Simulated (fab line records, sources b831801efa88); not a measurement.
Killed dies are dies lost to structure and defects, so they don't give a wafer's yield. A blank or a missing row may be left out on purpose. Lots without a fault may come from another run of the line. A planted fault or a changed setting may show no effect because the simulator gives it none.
Chamber matching | flow gf180mcu | GF_V4_CMP_26 on cmp-01: 4 sister chambers
The step polishes, stops on SiO2, t overpolish 15 s, target thk 0 nm. 4 wafers are shown with their chamber, then 10 later ones without.

WAFERS WITH THEIR CHAMBER
wafer  | chamber | motor_current_A (A)
L622.6 | 2       | 12.0
L623.5 | 1       | 11.1
L625.1 | 0       | 9.6
L625.5 | 3       | 12.1

WAFERS WITHOUT THEIR CHAMBER
wafer  | motor_current_A (A)
L625.6 | 10.5
L626.2 | 12.4
L626.4 | 10.3
L626.5 | 10.8
L627.1 | 10.4
L627.2 | 12.0
L627.6 | 12.2
L630.3 | 10.2
L630.4 | 12.7
L630.6 | 10.7

WHICH CHAMBER EACH WENT THROUGH
wafer  | from the rows above          | in truth
L625.6 | can't be placed: 1 or 0 or 2 | 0
L626.2 | can't be placed: 3 or 2      | 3
L626.4 | can't be placed: 0 or 1      | 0
L626.5 | can't be placed: 1 or 2 or 0 | 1
L627.1 | can't be placed: 1 or 0 or 2 | 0
L627.2 | can't be placed: 2 or 3 or 1 | 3
L627.6 | can't be placed: 3 or 2      | 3
L630.3 | can't be placed: 0 or 1      | 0
L630.4 | can't be placed: 3 or 2      | 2
L630.6 | can't be placed: 1 or 0 or 2 | 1
Placed correctly: 0 of 10. Can't be placed from these rows: 10 (the true chamber is among the candidates in 10). Placed wrongly: 0.
How it was worked out, from the rows above alone: a wafer's distance from a chamber is the root of the sum, over the readings, of the square of ((its reading less the chamber's mean) divided by the reading's scatter). The wafer belongs to the nearest chamber; if the next one is less than 2 further off, it can't be placed. A chamber's mean is the mean of its shown wafers. The scatter: with one shown wafer a chamber, the root of the mean of the squares of how far each hidden wafer lies from its nearest shown one.
